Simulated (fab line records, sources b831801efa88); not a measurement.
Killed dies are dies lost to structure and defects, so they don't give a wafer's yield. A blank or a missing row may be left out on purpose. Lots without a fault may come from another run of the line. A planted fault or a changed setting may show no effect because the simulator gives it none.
fab line records | flow sky130
record lots=6 wafers=18 last_day=50
route steps=708 shown RES_XHIGH@339 SD_N@342 SD_P@359 PAD_OPEN@708
lots that met no fault: from a run of the same line without faults
start_h: hours from the record's first day to the start of the lot's first wafer shown | wait_h: hours since the lot's step before | " the same as in the row above | L1.1+2: a row that stands for several wafers | - no value, or no start given | * or withheld: withheld | < > ~ a bound
route shown NAME@n: a module of which the file shows steps, and the number in the route of the first | usual: mean/standard deviation of fault-free wafers | same: alike in all rows | chamber/n: place in a boat | sites: the reading at each site | _std_site: their standard deviation | _edge_site: outer sites' mean less inner sites' | radius_mm: how far each site lies from the wafer's centre | mask NAME#n: copy n | behind: the tool/chamber that last shaped the wafer | hold: why the lot was held/for how many hours/how that ended | device: the transistor (n, p or np) that didn't switch | end of line: the same wafers' tests at the end of the route | a step without rows: its recipe alone | killed: dies lost to structure and defects at the first sort, not the wafer's yield | map: a wafer's dies, x killed, . not, _ none there
set.NAME: the setting as run; set.NAME@STEP: as run at that earlier step | model.NAME: the simulator's own value behind a step, which no gauge read
lots at some steps of the route; a table a step, a row a wafer
services: from which hour (start_h, from the record's first day; less than 0 if before it) a tool's chamber was out of use, for how many hours, and why
## steps
# step SKY_RES_XHIGH_IMPLANT_07
# recipe species=BF2 energy_kev=20 dose_cm2=3.6e+14 tilt_deg=0
# step SKY_RES_XHIGH_STRIP_08
# recipe chemistry=O2/N2 power_w=1400 pressure_mtorr=1500 platen_temp_c=withheld o2_flow_sccm=3000 n2_flow_sccm=300 overash_fraction=0.5
# usual drypump_motor_current_A=6.0/0.37 oes_product_au=0.711/0.0047 strip_time_to_endpoint_s=14.26/0.04
# columns lot.wafer tool chamber start_h wait_h drypump_motor_current_A oes_product_au rf_hours_counter_h strip_time_to_endpoint_s
L688.2 plasma_asher-03 1 617.80 0.1 6.1 0.728 86 14.28
L688.3 " 1 " " 6.1 0.705 - 14.28
L688.5 " 1 " " 6.1 0.716 - 14.34
L697.2 plasma_asher-02 0 700.45 0.1 6.0 0.709 27 14.22
L697.3 " 1 " " 5.7 0.715 - 14.24
L697.6 " 0 " " 6.1 0.707 - 14.24
L704.1 plasma_asher-01 0 759.05 0.1 6.7 0.704 66 14.28
L704.2 " 1 " " 5.9 0.708 66 14.30
L704.4 " 1 " " 5.9 0.710 - 14.31
L706.2 plasma_asher-01 1 775.10 0.1 5.9 0.709 68 14.34
L706.3 " 1 " " 5.9 0.719 - 14.28
L706.6 " 0 " " 6.7 0.713 - 14.26
L707.2 plasma_asher-03 0 785.20 0.1 5.5 0.714 4 14.24
L707.5 " 0 " " 5.6 0.709 - 14.21
L707.6 " 1 " " 6.1 0.708 - 14.25
L710.4 plasma_asher-02 1 811.18 0.1 5.6 0.711 - 14.25
L710.5 " 0 " " 6.1 0.706 - 14.26
L710.6 " 1 " " 5.6 0.713 - 14.22
# step SKY_RES_XHIGH_TW_MEAS_09
# usual RES_XHIGH_TW=1646/11
# columns lot.wafer tool chamber start_h wait_h RES_XHIGH_TW
L688.2 film_metro-02 - 617.91 0.1 1651
L688.3 " - " " 1639
L688.5 " - " " 1642
L697.2 film_metro-01 - 700.56 0.1 1643
L697.3 " - " " 1648
L697.6 " - " " 1643
L704.1 film_metro-01 - 759.15 0.1 1653
L704.2 " - " " 1654
L704.4 " - " " 1650
L706.2 film_metro-02 - 775.21 0.1 1662
L706.3 " - " " 1659
L706.6 " - " " 1655
L707.2 film_metro-02 - 785.31 0.1 1651
L707.5 " - " " 1656
L707.6 " - " " 1645
L710.4 film_metro-02 - 811.28 0.1 1665
L710.5 " - " " 1660
L710.6 " - " " 1671
# step SKY_SD_N_DEHYDRATE_00
# recipe temp_c=200 time_s=60
# step SKY_SD_N_HMDS_01
# recipe prime_time_s=60 prime_temp_c=120
# step SKY_SD_N_COAT_02
# recipe resist=NOVOLAK spin_rpm=3000 resist_thk_nm=1140
# step SKY_SD_N_SOFTBAKE_03
# recipe temp_c=90 time_s=60 resist=NOVOLAK
# step SKY_SD_N_EXPOSE_04
# recipe mask_id=NSDM na=0.6 source_shape=conventional sigma_outer=0.6 polarization=unpolarized target_cd_nm=380 dose_mj=141
# step SKY_SD_N_PEB_05
# recipe temp_c=withheld time_s=* resist=NOVOLAK
# step SKY_SD_N_DEVELOP_06
# recipe resist=NOVOLAK developer=TMAH develop_time_s=60 dev_temp_c=23
# step SKY_SD_N_CD_MEAS_07
# recipe target_cd_nm=380
# usual cd_nm=380.2/2.8
# columns lot.wafer tool chamber start_h wait_h cd_nm
L688.2 cd_sem-01 - 647.24 0.2 377.6
L688.3 " - " " 377.7
L688.5 " - " " 377.7
L697.2 cd_sem-01 - 727.43 0.1 385.1
L697.3 " - " " 386.8
L697.6 " - " " 383.0
L704.1 cd_sem-02 - 786.01 0.1 375.8
L704.2 " - " " 379.0
L704.4 " - " " 378.2
L706.2 cd_sem-02 - 802.12 0.1 382.2
L706.3 " - " " 383.0
L706.6 " - " " 382.5
L707.2 cd_sem-01 - 813.17 0.1 378.2
L707.5 " - " " 381.7
L707.6 " - " " 380.0
L710.4 cd_sem-01 - 836.66 0.1 379.3
L710.5 " - " " 379.3
L710.6 " - " " 381.3
# step SKY_SD_N_OVL_MEAS_08
# usual SD_N_OVL=0.7/1.4
# columns lot.wafer tool chamber start_h wait_h SD_N_OVL[nm]
L688.2 overlay-01 - 647.34 0.1 -2.5
L688.3 " - " " -4.3
L688.5 " - " " -3.7
L697.2 overlay-01 - 727.54 0.1 -1.0
L697.3 " - " " -0.6
L697.6 " - " " -1.1
L704.1 overlay-01 - 786.13 0.1 -1.6
L704.2 " - " " 0.5
L704.4 " - " " -0.6
L706.2 overlay-02 - 802.22 0.1 0.4
L706.3 " - " " 0.8
L706.6 " - " " 1.1
L707.2 overlay-01 - 813.27 0.1 -0.8
L707.5 " - " " 0.9
L707.6 " - " " -2.1
L710.4 overlay-02 - 836.73 0.1 1.4
L710.5 " - " " 0.7
L710.6 " - " " 1.2
# step SKY_SD_N_IMPLANT_09
# recipe species=As energy_kev=50 dose_cm2=4e+15 tilt_deg=0
# usual beam_on_s=18.3/1.6 dose_ions_cm2=4e+15/4.5e+12
# same implant_ion_amu=75
# columns lot.wafer tool chamber start_h wait_h beam_on_s dose_ions_cm2
L688.2 implanter-01 0 647.40 0.0 19.4 3.996e+15
L688.3 " 0 " " 18.8 4.003e+15
L688.5 " 0 " " 18.2 3.996e+15
L697.2 implanter-01 0 727.59 0.0 18.7 3.995e+15
L697.3 " 0 " " 18.7 3.999e+15
L697.6 " 0 " " 18.2 3.996e+15
L704.1 implanter-01 0 786.17 0.0 10.1 2.018e+15
L704.2 " 0 " " 10.0 2.015e+15
L704.4 " 0 " " 9.8 2.023e+15
L706.2 implanter-01 0 802.28 0.0 10.0 2.01e+15
L706.3 " 0 " " 9.9 2.016e+15
L706.6 " 0 " " 9.7 2.017e+15
L707.2 implanter-03 0 813.33 0.0 20.3 3.997e+15
L707.5 " 0 " " 20.0 4.003e+15
L707.6 " 0 " " 19.5 4.002e+15
L710.4 implanter-02 0 836.83 0.1 16.3 4e+15
L710.5 " 0 " " 15.6 4.004e+15
L710.6 " 0 " " 16.1 4.003e+15
# step SKY_SD_N_IMPLANT_10
# recipe species=P energy_kev=20 dose_cm2=1e+14 tilt_deg=0
# step SKY_SD_N_STRIP_11
# recipe chemistry=O2/N2 power_w=1400 pressure_mtorr=1500 platen_temp_c=withheld o2_flow_sccm=3000 n2_flow_sccm=300 overash_fraction=0.5
# usual drypump_motor_current_A=5.9/0.37 oes_product_au=0.528/0.0043 strip_time_to_endpoint_s=22.55/0.042
# columns lot.wafer tool chamber start_h wait_h drypump_motor_current_A oes_product_au rf_hours_counter_h strip_time_to_endpoint_s
L688.2 plasma_asher-04 1 647.67 0.1 6.3 0.524 81 22.57
L688.3 " 0 " " 5.4 0.522 - 22.60
L688.5 " 1 " " 6.3 0.528 - 22.61
L697.2 plasma_asher-02 0 727.87 0.1 6.0 0.530 30 22.48
L697.3 " 0 " " 6.1 0.522 - 22.48
L697.6 " 1 " " 5.7 0.525 - 22.50
L704.1 plasma_asher-02 1 786.47 0.1 5.6 0.557 36 20.20
L704.2 " 0 " " 6.0 0.564 36 20.25
L704.4 " 0 " " 6.0 0.565 - 20.19
L706.2 plasma_asher-04 1 802.55 0.1 6.3 0.557 96 20.23
L706.3 " 0 " " 5.4 0.566 - 20.26
L706.6 " 1 " " 6.3 0.565 - 20.23
L707.2 plasma_asher-01 0 813.60 0.1 6.7 0.528 71 22.57
L707.5 " 0 " " 6.7 0.524 - 22.62
L707.6 " 1 " " 5.9 0.529 - 22.61
L710.4 plasma_asher-04 0 837.09 0.1 5.4 0.531 - 22.60
L710.5 " 0 " " 5.4 0.523 - 22.60
L710.6 " 1 " " 6.3 0.524 - 22.59
# step SKY_SD_N_TW_MEAS_12
# usual SD_N_TW=4006/32
# columns lot.wafer tool chamber start_h wait_h SD_N_TW
L688.2 film_metro-04 - 647.78 0.1 3940
L688.3 " - " " 3932
L688.5 " - " " 3954
L697.2 film_metro-01 - 727.98 0.1 4003
L697.3 " - " " 4011
L697.6 " - " " 3988
L704.1 film_metro-04 - 786.57 0.1 3880
L704.2 " - " " 3918
L704.4 " - " " 3914
L706.2 film_metro-01 - 802.66 0.1 3884
L706.3 " - " " 3905
L706.6 " - " " 3897
L707.2 film_metro-02 - 813.71 0.1 4050
L707.5 " - " " 4028
L707.6 " - " " 4047
L710.4 film_metro-04 - 837.18 0.1 4007
L710.5 " - " " 3998
L710.6 " - " " 4010
# step SKY_SD_N_CLEAN_13
# recipe chemistry=SC1/SC2 mix=1:4:20 temp_c=70 time_s=150 dry=n2_spin
# step SKY_SD_N_RTA_14
# recipe temp_c=1075 time_s=2 idle_temp_c=650 ramp_up_c_per_s=150 ramp_down_c_per_s=90 ambient=N2
# usual anneal_temp_c_max=1080.4/1.2 chamber_o2_ppm=1.997/0.02 lamp_power_pct=15.74/0.056 wafer_temp_C_max=1078.0/1.4
# same time_s=2
# columns lot.wafer tool chamber start_h wait_h anneal_temp_c_max chamber_o2_ppm lamp_power_pct wafer_temp_C_max
L688.2 rtp_anneal-02 0 648.04 0.0 1081.6 2.011 15.83 1077.3
L688.3 " 0 " " 1080.2 2.035 15.70 1081.0
L688.5 " 0 " " 1078.3 1.995 15.74 1079.7
L697.2 rtp_anneal-01 0 728.09 0.0 1080.4 1.985 15.89 1081.0
L697.3 " 0 " " 1079.7 1.975 15.73 1077.7
L697.6 " 0 " " 1082.6 1.993 15.68 1077.5
L704.1 rtp_anneal-02 0 786.68 0.0 1080.7 2.003 15.73 1076.8
L704.2 " 0 " " 1080.0 1.998 15.78 1077.8
L704.4 " 0 " " 1079.6 1.992 15.75 1078.2
L706.2 rtp_anneal-02 0 802.77 0.0 1079.3 1.989 15.70 1077.7
L706.3 " 0 " " 1080.7 2.001 15.65 1080.2
L706.6 " 0 " " 1079.0 1.989 15.78 1080.7
L707.2 rtp_anneal-02 0 813.82 0.0 1080.2 2.023 15.72 1080.3
L707.5 " 0 " " 1080.5 1.973 15.74 1078.8
L707.6 " 0 " " 1080.3 2.007 15.74 1076.0
L710.4 rtp_anneal-02 0 837.29 0.0 1079.6 1.987 15.77 1076.7
L710.5 " 0 " " 1082.1 1.979 15.78 1078.0
L710.6 " 0 " " 1079.5 2.005 15.71 1080.2
# step SKY_SD_N_RS_MEAS_16
# recipe thk_meas_gauge=four-point-probe
# usual SD_N_RS=68.48/0.13
# columns lot.wafer tool chamber start_h wait_h SD_N_RS[ohm/sq]
L688.2 film_metro-01 - 648.23 0.1 68.44
L688.3 " - " " 68.38
L688.5 " - " " 68.52
L697.2 film_metro-01 - 728.30 0.1 68.54
L697.3 " - " " 68.74
L697.6 " - " " 68.39
L704.1 film_metro-01 - 786.85 0.1 77.27
L704.2 " - " " 77.11
L704.4 " - " " 77.16
L706.2 film_metro-02 - 802.96 0.1 77.44
L706.3 " - " " 77.40
L706.6 " - " " 77.52
L707.2 film_metro-01 - 814.01 0.1 68.47
L707.5 " - " " 68.39
L707.6 " - " " 68.24
L710.4 film_metro-04 - 837.50 0.1 68.26
L710.5 " - " " 68.56
L710.6 " - " " 68.55
# step SKY_SD_N_RS_MEAS_17
# recipe thk_meas_gauge=four-point-probe
# usual SD_P_RS=146.9/0.33
# columns lot.wafer tool chamber start_h wait_h SD_P_RS[ohm/sq]
L688.2 film_metro-01 - 648.35 0.1 146.6
L688.3 " - " " 146.5
L688.5 " - " " 146.7
L697.2 film_metro-01 - 728.42 0.1 147.3
L697.3 " - " " 147.4
L697.6 " - " " 146.9
L704.1 film_metro-01 - 786.97 0.1 147.3
L704.2 " - " " 146.7
L704.4 " - " " 147.2
L706.2 film_metro-02 - 803.08 0.1 147.0
L706.3 " - " " 147.1
L706.6 " - " " 147.0
L707.2 film_metro-01 - 814.13 0.1 147.1
L707.5 " - " " 147.2
L707.6 " - " " 146.9
L710.4 film_metro-04 - 837.62 0.1 147.1
L710.5 " - " " 147.3
L710.6 " - " " 147.2
# step SKY_PAD_OPEN_PROBE_99
# usual killed_at_M0_to_M3=44/7.2 killed_at_M4_up=3.1/1.8 killed_at_contacts=25/5.2 killed_at_front_end=15/3.9 killed_at_other=0.2/0.5 killed_dies=86/9.5 killed_open=47/7.3 killed_short=40/6
# same gross_dies=492 killed_at_back_side=0
# columns lot.wafer tool chamber start_h wait_h killed_at_M0_to_M3 killed_at_M4_up killed_at_contacts killed_at_front_end killed_at_other killed_dies killed_open killed_short model.etest.res_ndiff.line_ohm_um model.etest.nfet_g5v0d10v5.r_on_ohm_um model.etest.sonos_uncharged.r_on_ohm_um model.etest.licon_ndiff.rc_ohm model.etest.nfet_01v8.r_on_ohm_um model.etest.res_ndiff_hv.rs_ohm_sq model.etest.res_ndiff.rs_ohm_sq
L688.2 prober-02 - 1075.77 0.1 35 1 13 15 0 64 37 27 788.4 1855 798.9 187.2 803.8 116.4 122.5
L688.3 prober-02 - 1075.82 0.2 43 5 22 13 0 83 40 43 762.8 1879 821.3 187.2 828.9 116.4 123
L688.5 prober-02 - 1075.92 0.2 53 2 24 14 1 94 51 43 769.9 1881 818 180.5 812.9 115.9 122
L697.2 prober-01 - 1134.87 0.1 35 4 20 14 0 73 33 40 790.4 1910 833 190 878.4 114.5 121.1
L697.3 prober-01 - 1134.92 0.2 39 2 27 9 0 77 41 36 754.7 1904 811.2 181.8 863.9 114.2 119.6
L697.6 prober-01 - 1135.07 0.2 37 4 25 13 0 79 48 31 766 1904 837.9 188.9 867.5 114.3 118.6
L704.1 prober-02 - 1175.72 0.1 48 6 23 19 0 96 59 35 905.4 1941 874.3 219.8 855.2 134.8 139.9
L704.2 prober-02 - 1175.77 0.1 38 4 25 15 1 83 43 40 910.2 1958 882.1 232.1 858.6 132.8 139.5
L704.4 prober-02 - 1175.87 0.2 35 2 38 24 0 99 51 46 897.4 1975 883 217.5 876.6 133.6 138.8
L706.2 prober-02 - 1182.46 0.1 33 3 32 9 0 77 34 43 890.2 1966 878.5 222.8 859.4 134.9 139.4
L706.3 prober-02 - 1182.51 0.2 35 5 25 10 0 75 41 34 888.8 1986 875.4 229.4 884.2 134.9 139.5
L706.6 prober-02 - 1182.66 0.2 45 2 23 11 0 81 52 29 913 1974 898.5 220.7 880.9 134.6 139.9
L707.2 prober-02 - 1188.43 0.1 43 4 23 20 0 90 45 45 764.7 1843 807.3 181.4 808.7 114 120.1
L707.5 prober-02 - 1188.58 0.2 30 2 22 19 0 73 34 39 760.1 1820 802.9 185.3 806.1 113 120.7
L707.6 prober-02 - 1188.63 0.2 56 0 27 11 1 95 50 45 736.8 1834 786.2 181.3 794.2 113.7 120.8
L710.4 prober-01 - 1203.44 0.2 52 3 22 15 1 93 46 47 762.1 1893 839.2 184.6 861.8 113.1 119.6
L710.5 prober-01 - 1203.49 0.2 48 2 21 14 0 85 37 48 765.8 1877 805.2 187.4 835.5 112.8 118.9
L710.6 prober-01 - 1203.54 0.2 50 1 25 14 0 90 44 46 776.8 1871 830.5 196.1 872.5 112.9 119.7
# killed by level:class
L688.2 VIA1:geometric_particle:open=8 FIELD_ISO:geometric_particle:open=6 POLY_GATE:geometric_particle:open=5 CONTACT:geometric_particle:open=5 METAL2:geometric_particle:short=5 VIA3:geometric_particle:open=5 CONTACT:geometric_particle:short=4 VIA3:geometric_particle:short=4
L688.3 LI_CONTACT:geometric_particle:open=10 VIA1:geometric_particle:open=9 METAL3:geometric_particle:short=7 LOCAL_INTERCONNECT:geometric_particle:short=6 METAL2:geometric_particle:short=6 VIA3:geometric_particle:open=5 FIELD_ISO:geometric_particle:short=4 POLY_GATE:geometric_particle:open=4
L688.5 CONTACT:geometric_particle:open=9 VIA2:geometric_particle:open=9 VIA1:geometric_particle:open=9 LOCAL_INTERCONNECT:geometric_particle:short=6 METAL1:geometric_particle:short=6 VIA3:geometric_particle:open=6 VIA1:geometric_particle:short=5 METAL2:geometric_particle:open=5
L697.2 LI_CONTACT:geometric_particle:open=8 FIELD_ISO:geometric_particle:short=6 VIA1:geometric_particle:open=6 VIA2:geometric_particle:open=6 CONTACT:geometric_particle:open=5 VIA1:geometric_particle:short=5 LOCAL_INTERCONNECT:geometric_particle:short=4 METAL1:geometric_particle:short=4
L697.3 LI_CONTACT:geometric_particle:open=10 CONTACT:geometric_particle:open=8 METAL1:geometric_particle:short=8 VIA3:geometric_particle:open=8 LI_CONTACT:geometric_particle:short=5 VIA1:geometric_particle:open=5 VIA1:geometric_particle:short=5 FIELD_ISO:geometric_particle:open=4
L697.6 CONTACT:geometric_particle:open=10 VIA1:geometric_particle:open=9 VIA2:geometric_particle:open=9 FIELD_ISO:geometric_particle:open=5 LI_CONTACT:geometric_particle:open=5 LOCAL_INTERCONNECT:geometric_particle:short=5 VIA2:geometric_particle:short=4 METAL1:geometric_particle:short=4
L704.1 VIA1:geometric_particle:open=11 CONTACT:geometric_particle:open=10 VIA2:geometric_particle:open=8 METAL1:geometric_particle:short=7 FIELD_ISO:geometric_particle:open=6 LI_CONTACT:geometric_particle:open=6 VIA1:geometric_particle:short=5 VIA3:geometric_particle:open=5
L704.2 CONTACT:geometric_particle:open=12 VIA3:geometric_particle:open=7 VIA1:geometric_particle:open=7 CONTACT:geometric_particle:short=5 FIELD_ISO:geometric_particle:open=5 VIA3:geometric_particle:short=5 FIELD_ISO:geometric_particle:short=4 VIA1:geometric_particle:short=4
L704.4 VIA1:geometric_particle:open=10 CONTACT:geometric_particle:short=9 CONTACT:geometric_particle:open=8 LOCAL_INTERCONNECT:geometric_particle:short=7 POLY_GATE:geometric_particle:open=7 LI_CONTACT:geometric_particle:open=7 VIA3:geometric_particle:open=7 LI_CONTACT:geometric_particle:short=5
L706.2 CONTACT:geometric_particle:short=9 VIA1:geometric_particle:open=9 CONTACT:geometric_particle:open=8 LOCAL_INTERCONNECT:geometric_particle:short=6 VIA2:geometric_particle:open=5 METAL1:geometric_particle:short=5 FIELD_ISO:geometric_particle:short=4 LI_CONTACT:geometric_particle:short=4
L706.3 CONTACT:geometric_particle:open=9 VIA1:geometric_particle:open=8 VIA2:geometric_particle:open=7 LOCAL_INTERCONNECT:geometric_particle:short=5 METAL4:geometric_particle:short=5 LI_CONTACT:geometric_particle:short=4 VIA1:geometric_particle:short=4 VIA2:geometric_particle:short=4
L706.6 VIA3:geometric_particle:open=10 CONTACT:geometric_particle:open=9 VIA1:geometric_particle:open=9 VIA2:geometric_particle:open=7 FIELD_ISO:geometric_particle:open=6 LI_CONTACT:geometric_particle:open=5 VIA2:geometric_particle:short=5 METAL2:geometric_particle:short=5
L707.2 VIA1:geometric_particle:open=12 LI_CONTACT:geometric_particle:open=7 CONTACT:geometric_particle:open=6 METAL1:geometric_particle:short=6 FIELD_ISO:geometric_particle:short=5 CONTACT:geometric_particle:short=5 VIA3:geometric_particle:open=5 POLY_GATE:geometric_particle:short=4
L707.5 CONTACT:geometric_particle:open=7 LI_CONTACT:geometric_particle:open=6 METAL1:geometric_particle:short=6 LOCAL_INTERCONNECT:geometric_particle:short=5 VIA2:geometric_particle:open=5 POLY_GATE:geometric_particle:open=4 POLY_GATE:geometric_particle:short=4 VIA2:geometric_particle:short=4
L707.6 VIA2:geometric_particle:open=11 CONTACT:geometric_particle:short=7 CONTACT:geometric_particle:open=7 VIA1:geometric_particle:open=7 VIA1:geometric_particle:short=7 VIA3:geometric_particle:open=7 METAL1:geometric_particle:short=5 VIA2:geometric_particle:short=5
L710.4 VIA1:geometric_particle:open=12 CONTACT:geometric_particle:open=8 METAL2:geometric_particle:short=8 VIA2:geometric_particle:open=8 VIA1:geometric_particle:short=7 LI_CONTACT:geometric_particle:open=7 FIELD_ISO:geometric_particle:short=6 VIA3:geometric_particle:short=6
L710.5 VIA1:geometric_particle:open=12 VIA3:geometric_particle:short=10 METAL2:geometric_particle:short=7 POLY_GATE:geometric_particle:short=5 LI_CONTACT:geometric_particle:open=5 FIELD_ISO:geometric_particle:open=4 CONTACT:geometric_particle:short=4 LOCAL_INTERCONNECT:geometric_particle:short=4
L710.6 CONTACT:geometric_particle:open=12 VIA1:geometric_particle:open=8 VIA3:geometric_particle:open=8 METAL1:geometric_particle:short=7 VIA1:geometric_particle:short=7 FIELD_ISO:geometric_particle:short=6 LI_CONTACT:geometric_particle:open=5 METAL2:geometric_particle:short=5
## services
# columns tool chamber start_h hours kind
plasma_asher-02 - 597.75 2.9 repair
implanter-02 - 657.37 6.4 repair
implanter-02 - 665.30 2.6 repair
plasma_asher-03 - 686.90 0.9 repair
plasma_asher-02 - 691.95 2.8 pm
plasma_asher-01 - 722.43 4.6 repair
plasma_asher-03 - 733.75 9.0 pm
plasma_asher-03 0 733.75 9.0 vent_cycle
plasma_asher-03 1 733.75 9.0 vent_cycle
plasma_asher-03 0 742.75 - clean
plasma_asher-03 1 742.75 - clean
implanter-03 - 762.84 5.2 pm
implanter-02 - 795.05 4.8 pm
implanter-02 - 807.41 5.2 repair
rtp_anneal-01 - 814.83 3.4 pm
plasma_asher-01 - 825.82 2.8 pm
## key
first_sign step=SKY_SD_N_IMPLANT_09 reading=dose_ions_cm2 direction=down sigmas=99+ usual=* struck=*
effect step=SKY_SD_N_IMPLANT_09 reading=beam_on_s direction=down sigmas=5.2 usual=18.3 struck=9.9
effect step=SKY_SD_N_STRIP_11 reading=strip_time_to_endpoint_s direction=down sigmas=55 usual=* struck=*
effect step=SKY_SD_N_TW_MEAS_12 reading=SD_N_TW direction=down sigmas=3.3 usual=4006 struck=3900
effect step=SKY_SD_N_RS_MEAS_16 reading=SD_N_RS direction=up sigmas=70 usual=68.48 struck=77.32
model_effect step=SKY_PAD_OPEN_PROBE_99 value=etest.res_ndiff.line_ohm_um without=773.3 struck=900.8
met_at SKY_SD_N_IMPLANT_09
struck_wafers L704.1,L704.2,L704.4,L706.2,L706.3,L706.6
tester_left_out L704,L706
onset_between 727.59 786.17
fault kind=process_parameter_drift tool=implanter-01 chamber=- onset_h=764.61 steps=SKY_SD_N_IMPLANT_09 channel=dose_cm2 offset=* shape=step end_h=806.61 acts_in=* stated=*
# tester_left_out: of these lots the tester's yield and bins aren't shown, on N5 and GAA mostly nor the transistor test; their killed dies are dies lost to structure and defects alone, not to doping, threshold or leakage, so they don't give the yield
